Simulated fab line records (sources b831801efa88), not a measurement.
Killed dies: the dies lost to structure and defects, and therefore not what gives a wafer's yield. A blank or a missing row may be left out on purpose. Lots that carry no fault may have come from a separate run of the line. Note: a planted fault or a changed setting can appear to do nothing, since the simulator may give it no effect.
Problem report in the 8D (eight disciplines) form, filled by code -- flow sky130 -- the parts of the form that need people (team, actions taken, sign-off) are left out

## 1. WHAT WENT WRONG
Across 6 wafers from 2 lots, FIELD_ISO_OXIDATION_00_THK at SKY_FIELD_ISO_THK_MEAS_02 averages 15.46 nm, while fault-free wafers read 12.13 nm with a standard deviation of 0.21. Relative to the usual mean, that is a shift of +16 standard deviations.
Earliest sighting: wafer L242.1 on filmMetro-04 at day 3 20:55. The record has a number at this step for 36 wafers belonging to 12 lots. By rule, "out" or "out of limits" means more than 4 standard deviations away from the usual mean. The other wafers with a number count as sound.

## 2. WHAT IT IS AND WHAT IT IS NOT
question,is,is not
which readings at this step,FIELD_ISO_OXIDATION_00_THK,-
which lots,"L242, L243","L231, L244, L245, L246, L247, L250, L251, L252, L253, L254"
which wafers of those lots,all that have a number,-
read on which gauges,filmMetro-04,"filmMetro-02, filmMetro-03"
when,from day 3 20:55,"up to then (3 sound wafers); but 27 sound wafers of L244, L245, L246, L247, L250, L251, L252, L253, L254 came after"

## 3. SUSPECTS, AND WHAT RULES EACH OUT
Counting: any tool at a process step up to the reading is kept as a suspect provided that every lot that is out went through it and no sound lot did after the first of them.
- the gauge at SKY_FIELD_ISO_THK_MEAS_02: kept. All the wafers that are out were read on filmMetro-04, and no step on other tools shows them out.
The count leaves filmMetro-04 at SKY_FIELD_ISO_THK_MEAS_02.

## 4. THE CAUSE (what the simulator had put in)
Metrology matching offset: filmMetro-04, from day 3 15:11 on, at SKY_FIELD_ISO_THK_MEAS_02. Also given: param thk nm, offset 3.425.
Counting left only this tool.

## 5. SEQUENCE OF EFFECTS, ordered by route
Each row: a reading where the mean over the struck wafers with a number is more than 3 standard deviations away from the usual. Readings are gone through only where the record gives a usual standard deviation; hours: the median, over the lots, of the time from a lot's start at the first step in this table giving one to that lot's start at this step; sigmas: the change measured in usual standard deviations.
hours,step,reading,usual,on struck wafers,change,sigmas
0,SKY_FIELD_ISO_THK_MEAS_02,FIELD_ISO_OXIDATION_00_THK,12.13 nm,15.46,+3.33,+16
Later measuring or inspecting steps at which every struck wafer that the step has a row for has a number for every such reading, and none has moved that far: SKY_PWDE_OVL_MEAS_07.

## 6. WHAT WOULD HAVE CAUGHT IT SOONER
In this record the first reading out of limits at a measuring or inspecting step was taken at day 3 20:55, 6 hours after the fault began at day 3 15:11.
